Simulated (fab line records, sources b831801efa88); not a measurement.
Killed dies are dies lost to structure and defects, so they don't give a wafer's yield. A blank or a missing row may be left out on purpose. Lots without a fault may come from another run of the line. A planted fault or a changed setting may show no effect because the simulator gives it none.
fab line records | flow sfq_line
record lots=14 wafers=42 last_day=91
route steps=325 shown L0V@24 M3@131 R5@213 M8@325
lots that met no fault: from a run of the same line without faults
start_h: hours from the record's first day to the start of the lot's first wafer shown | wait_h: hours since the lot's step before | " the same as in the row above | L1.1+2: a row that stands for several wafers | - no value, or no start given | * or withheld: withheld | < > ~ a bound
route shown NAME@n: a module of which the file shows steps, and the number in the route of the first | usual: mean/standard deviation of fault-free wafers | same: alike in all rows | chamber/n: place in a boat | sites: the reading at each site | _std_site: their standard deviation | _edge_site: outer sites' mean less inner sites' | radius_mm: how far each site lies from the wafer's centre | mask NAME#n: copy n | behind: the tool/chamber that last shaped the wafer | hold: why the lot was held/for how many hours/how that ended | device: the transistor (n, p or np) that didn't switch | end of line: the same wafers' tests at the end of the route | a step without rows: its recipe alone | killed: dies lost to structure and defects at the first sort, not the wafer's yield | map: a wafer's dies, x killed, . not, _ none there
set.NAME: the setting as run; set.NAME@STEP: as run at that earlier step | model.NAME: the simulator's own value behind a step, which no gauge read
steps of the route over a sample of lots; a table a step, a row a wafer
services: from which hour (start_h, from the record's first day; less than 0 if before it) a tool's chamber was out of use, for how many hours, and why
## steps
# step SFQ_TRILAYER_L0_VIA_BARC_OPEN_VIA_ETCH_021
# recipe mask_material=PR chemistry=O2 target_depth_nm=125 target=BARC source_w=500 bias_w=80 pressure_mtorr=30 time_s=41.7
# usual drypump_motor_current_A=5.6/0.43 oes_product_au=0.686/0.0047 run_length_s=70.1/0.49
# columns lot.wafer tool chamber start_h wait_h drypump_motor_current_A oes_product_au rf_hours_counter_h run_length_s
L317.4 rie_diel-03 3 144.36 0.0 5.7 0.689 30 69.8
L317.5 " 3 " " 5.7 0.681 - 70.3
L317.6 " 0 " " 5.5 0.686 - 69.3
L318.1 rie_diel-02 1 150.36 0.0 5.1 0.679 85 69.9
L318.4 " 2 " " 5.9 0.692 155 70.9
L318.6 " 3 " " 6.2 0.683 - 70.0
L319.4 rie_diel-01 0 153.96 0.0 6.3 0.691 0 70.0
L319.5 " 0 " " 6.2 0.680 - 69.9
L319.6 " 3 " " 5.4 0.685 - 70.1
L323.1 rie_diel-01 3 185.83 0.0 5.4 0.690 3 70.1
L323.3 " 1 " " 5.4 0.684 21 69.7
L323.6 " 3 " " 5.4 0.693 - 70.0
L324.1 rie_diel-02 3 191.83 0.0 6.2 0.684 35 69.9
L324.4 " 1 " " 5.2 0.681 - 69.8
L324.5 " 3 " " 6.2 0.685 - 70.3
L325.3 rie_diel-01 1 194.23 0.0 5.4 0.687 21 70.1
L325.5 " 2 " " 5.5 0.692 - 70.2
L325.6 " 3 " " 5.4 0.686 - 70.2
L328.3 rie_diel-01 0 207.43 0.0 6.2 0.692 1 69.9
L328.5 " 3 " " 5.4 0.686 - 70.3
L328.6 " 0 " " 6.3 0.693 - 69.6
L329.3 rie_diel-03 3 212.23 0.0 5.7 0.690 31 69.8
L329.4 " 2 " " 4.7 0.690 139 70.5
L329.6 " 0 " " 5.6 0.692 - 69.6
L330.2 rie_diel-03 2 213.43 0.0 4.7 0.687 139 70.8
L330.3 " 3 " " 5.8 0.690 31 70.0
L330.4 " 0 " " 5.6 0.686 112 69.2
L332.1 rie_diel-03 3 253.03 0.0 5.8 0.685 32 69.6
L332.4 " 2 " " 4.7 0.681 140 70.9
L332.5 " 1 " " 5.6 0.689 - 70.6
L333.3 rie_diel-01 1 256.63 0.0 5.4 0.690 22 69.8
L333.4 " 3 " " 5.4 0.692 4 70.2
L333.5 " 2 " " 5.5 0.697 - 70.0
L334.2 rie_diel-02 1 266.23 0.0 5.2 0.685 88 69.9
L334.4 " 2 " " 5.9 0.694 - 70.9
L334.6 " 1 " " 5.2 0.690 - 69.8
L339.2 rie_diel-03 1 308.02 0.0 5.6 0.676 8 70.5
L339.4 " 0 " " 5.5 0.787 114 61.9
L339.5 " 1 " " 5.6 0.685 - 71.0
L340.2 rie_diel-03 3 321.22 0.0 5.7 0.684 33 69.9
L340.4 " 2 " " 4.7 0.795 - 63.7
L340.5 " 0 " " 5.6 0.688 - 69.8
# step SFQ_TRILAYER_M3_STRIP_STRIP_079
# recipe gas=O2 power_w=200 platen_temp_c=40 overash_fraction=0.65 chemistry=O2 pressure_mtorr=50
# usual drypump_motor_current_A=6.0/0.45 he_backside_leak_sccm=3.47/0.18 oes_product_au=0.997/0.0073
# columns lot.wafer tool chamber start_h wait_h drypump_motor_current_A he_backside_leak_sccm oes_product_au rf_hours_counter_h
L317.4 rie_metal-02 1 1092.83 0.2 5.6 3.26 0.997 -
L317.5 " 1 " " 5.6 3.33 0.999 -
L317.6 " 0 " " 6.1 3.24 0.991 -
L318.1 rie_metal-01 1 1103.43 0.1 5.6 3.41 0.992 8
L318.4 " 0 " " 5.4 3.29 0.982 -
L318.6 " 0 " " 5.4 3.03 0.993 -
L319.4 rie_metal-02 1 1113.23 0.2 5.6 3.22 0.993 -
L319.5 " 0 " " 6.0 3.37 0.987 -
L319.6 " 1 " " 5.6 3.22 0.996 -
L323.1 rie_metal-04 0 1179.30 0.1 6.5 3.47 1.006 90
L323.3 " 1 " " 6.6 3.29 1.013 -
L323.6 " 0 " " 6.5 3.51 1.004 -
L324.1 rie_metal-04 0 1182.90 0.1 6.5 3.74 1.014 90
L324.4 " 0 " " 6.5 3.46 0.995 -
L324.5 " 0 " " 6.5 3.72 0.992 -
L325.3 rie_metal-02 0 1189.32 0.2 6.1 3.47 1.012 -
L325.5 " 0 " " 6.1 3.45 1.006 -
L325.6 " 1 " " 5.6 3.34 1.011 -
L328.3 rie_metal-01 1 1203.72 0.2 5.6 3.54 0.993 -
L328.5 " 0 " " 5.4 3.47 0.976 -
L328.6 " 1 " " 5.6 3.65 0.982 -
L329.3 rie_metal-02 0 1218.51 0.5 6.1 3.36 0.996 -
L329.4 " 0 " " 6.1 3.35 0.993 -
L329.6 " 0 " " 6.1 3.44 0.996 -
L330.2 rie_metal-01 1 1226.32 0.1 5.6 3.86 0.987 26
L330.3 " 0 " " 5.4 3.45 0.984 -
L330.4 " 1 " " 5.6 3.87 1.002 -
L332.1 rie_metal-04 0 1252.91 0.2 6.5 3.50 1.007 103
L332.4 " 0 " " 6.5 3.67 1.004 -
L332.5 " 0 " " 6.5 3.69 1.001 -
L333.3 rie_metal-01 1 1255.32 0.2 5.6 3.76 0.992 -
L333.4 " 0 " " 5.4 3.68 0.997 -
L333.5 " 1 " " 5.6 3.67 0.993 -
L334.2 rie_metal-02 0 1274.50 0.1 6.1 3.60 0.995 32
L334.4 " 0 " " 6.0 3.60 1.001 -
L334.6 " 0 " " 6.0 3.51 1.007 -
L339.2 rie_metal-02 1 1349.16 0.1 5.6 3.48 1.007 112
L339.4 " 1 " " 5.6 3.36 1.005 -
L339.5 " 1 " " 5.6 3.38 1.006 -
L340.2 rie_metal-02 1 1353.52 0.1 5.6 3.34 0.993 112
L340.4 " 0 " " 6.1 3.39 0.996 -
L340.5 " 1 " " 5.6 3.35 1.002 -
# step SFQ_TRILAYER_R5_DEP_SPUTTER_133
# recipe material=MoNx base_pressure_pa=1.33e-06 target_thk_nm=40 power_w=1000 time_s=66.7 chamber_pressure_pa=0.4
# usual chamber_pressure_pa=0.4000/0.00082 throttle_valve_pct=30.4/1
# columns lot.wafer tool chamber start_h wait_h chamber_pressure_pa throttle_valve_pct
L317.4 pvd_sputter-05 - 1539.46 0.0 0.3995 29.9
L317.5 " - " " 0.4000 29.1
L317.6 " - " " 0.3997 29.3
L318.1 pvd_sputter-03 - 1542.43 0.0 0.4015 29.9
L318.4 " - " " 0.4003 32.1
L318.6 " - " " 0.4000 32.0
L319.4 pvd_sputter-04 - 1551.49 0.0 0.4006 31.2
L319.5 " - " " 0.3992 29.4
L319.6 " - " " 0.3996 31.2
L323.1 pvd_sputter-03 - 1605.43 0.0 0.3996 30.1
L323.3 " - " " 0.3996 29.1
L323.6 " - " " 0.4002 31.7
L324.1 pvd_sputter-04 - 1605.73 0.0 0.3984 30.9
L324.4 " - " " 0.4004 31.5
L324.5 " - " " 0.3999 31.7
L325.3 pvd_sputter-04 - 1608.43 0.0 0.4010 31.2
L325.5 " - " " 0.4001 31.2
L325.6 " - " " 0.3991 29.3
L328.3 pvd_sputter-03 - 1621.43 0.0 0.4009 31.4
L328.5 " - " " 0.4009 29.1
L328.6 " - " " 0.3992 29.8
L329.3 pvd_sputter-05 - 1623.48 0.0 0.4015 29.5
L329.4 " - " " 0.4009 29.1
L329.6 " - " " 0.4011 29.2
L330.2 pvd_sputter-04 - 1626.48 0.0 0.4004 31.3
L330.3 " - " " 0.4010 29.4
L330.4 " - " " 0.4009 32.0
L332.1 pvd_sputter-04 - 1640.92 0.0 0.3996 29.6
L332.4 " - " " 0.4014 30.6
L332.5 " - " " 0.4024 30.7
L333.3 pvd_sputter-03 - 1651.83 0.0 0.4014 31.8
L333.4 " - " " 0.4013 31.2
L333.5 " - " " 0.3997 31.8
L334.2 pvd_sputter-03 - 1671.37 0.0 0.3999 31.9
L334.4 " - " " 0.3997 31.5
L334.6 " - " " 0.3996 31.9
L339.2 pvd_sputter-03 - 1680.68 0.0 0.3998 31.8
L339.4 " - " " 0.3999 31.5
L339.5 " - " " 0.3995 31.5
L340.2 pvd_sputter-04 - 1681.83 0.0 0.4017 30.7
L340.4 " - " " 0.3987 29.5
L340.5 " - " " 0.3987 31.7
# step SFQ_M8_BOW_MEAS_951
# recipe mode=bow
# usual M8_BOW=9/9.5
# columns lot.wafer tool chamber start_h wait_h M8_BOW[um]
L317.4 film_metro-02 - 1953.38 0.1 -8
L317.5 " - " " 6
L317.6 " - " " 4
L318.1 film_metro-04 - 1991.95 0.0 -4
L318.4 " - " " 12
L318.6 " - " " -8
L319.4 film_metro-04 - 1994.41 0.1 23
L319.5 " - " " 21
L319.6 " - " " 26
L323.1 film_metro-04 - 2126.21 0.0 4
L323.3 " - " " 1
L323.6 " - " " 12
L324.1 film_metro-02 - 2128.61 0.0 -4
L324.4 " - " " -10
L324.5 " - " " -8
L325.3 film_metro-01 - 2129.84 0.0 17
L325.5 " - " " 21
L325.6 " - " " 18
L328.3 film_metro-04 - 2138.24 0.0 13
L328.5 " - " " 21
L328.6 " - " " 16
L329.3 film_metro-02 - 2141.84 0.0 -3
L329.4 " - " " 20
L329.6 " - " " 11
L330.2 film_metro-04 - 2143.02 0.0 3
L330.3 " - " " 20
L330.4 " - " " 10
L332.1 film_metro-04 - 2171.34 0.0 19
L332.4 " - " " 26
L332.5 " - " " 11
L333.3 film_metro-04 - 2172.75 0.0 -1
L333.4 " - " " 2
L333.5 " - " " -7
L334.2 film_metro-01 - 2175.13 0.0 14
L334.4 " - " " 12
L334.6 " - " " 29
L339.2 film_metro-02 - 2182.33 0.0 22
L339.4 " - " " 11
L339.5 " - " " 17
L340.2 film_metro-02 - 2183.36 0.0 -2
L340.4 " - " " -3
L340.5 " - " " 9
## services
# columns tool chamber start_h hours kind
rie_metal-02 - 127.45 1.4 pm
pvd_sputter-04 - 213.00 2.1 repair
rie_diel-03 1 290.12 8.9 repair
rie_diel-03 1 312.90 13.9 repair
pvd_sputter-03 - 338.42 1.8 repair
rie_diel-03 1 362.46 9.2 repair
rie_diel-03 0 377.70 11.9 repair
rie_diel-03 3 387.56 8.5 repair
pvd_sputter-03 - 397.72 2.0 repair
rie_diel-03 2 398.22 21.0 repair
rie_metal-02 0 429.62 5.2 repair
rie_diel-03 1 447.20 2.0 repair
pvd_sputter-03 - 450.03 4.1 repair
rie_diel-03 0 450.63 8.0 repair
pvd_sputter-04 - 460.60 9.4 repair
rie_diel-03 0 465.72 16.1 repair
rie_metal-02 0 780.18 3.2 repair
rie_metal-02 - 813.13 0.9 repair
rie_metal-02 - 876.96 2.8 pm
rie_metal-02 0 909.29 4.3 repair
rie_metal-02 1 1210.74 22.7 repair
rie_metal-02 1 1365.82 9.0 repair
rie_metal-02 - 1410.08 14.6 pm
rie_metal-02 1 1442.55 1.7 repair
## key
first_sign step=SFQ_TRILAYER_L0_VIA_BARC_OPEN_VIA_ETCH_021 reading=oes_product_au direction=up sigmas=23 usual=0.686 struck=0.791
effect step=SFQ_TRILAYER_L0_VIA_BARC_OPEN_VIA_ETCH_021 reading=run_length_s direction=down sigmas=15 usual=* struck=*
met_at SFQ_TRILAYER_L0_VIA_BARC_OPEN_VIA_ETCH_021
struck_lots L339,L340
struck_wafers L339.4,L340.4
not_acting_at SFQ_TRILAYER_M3_STRIP_STRIP_079,SFQ_TRILAYER_R5_DEP_SPUTTER_133,SFQ_M8_BOW_MEAS_951
onset_between 253.03 308.02
fault kind=process_parameter_drift tool=rie_diel-03 chamber=- onset_h=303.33 steps=SFQ_TRILAYER_L0_VIA_BARC_OPEN_VIA_ETCH_021 channel=time_s offset=* shape=step end_h=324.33 scope=struck_wafers_only acts_in=* stated=*
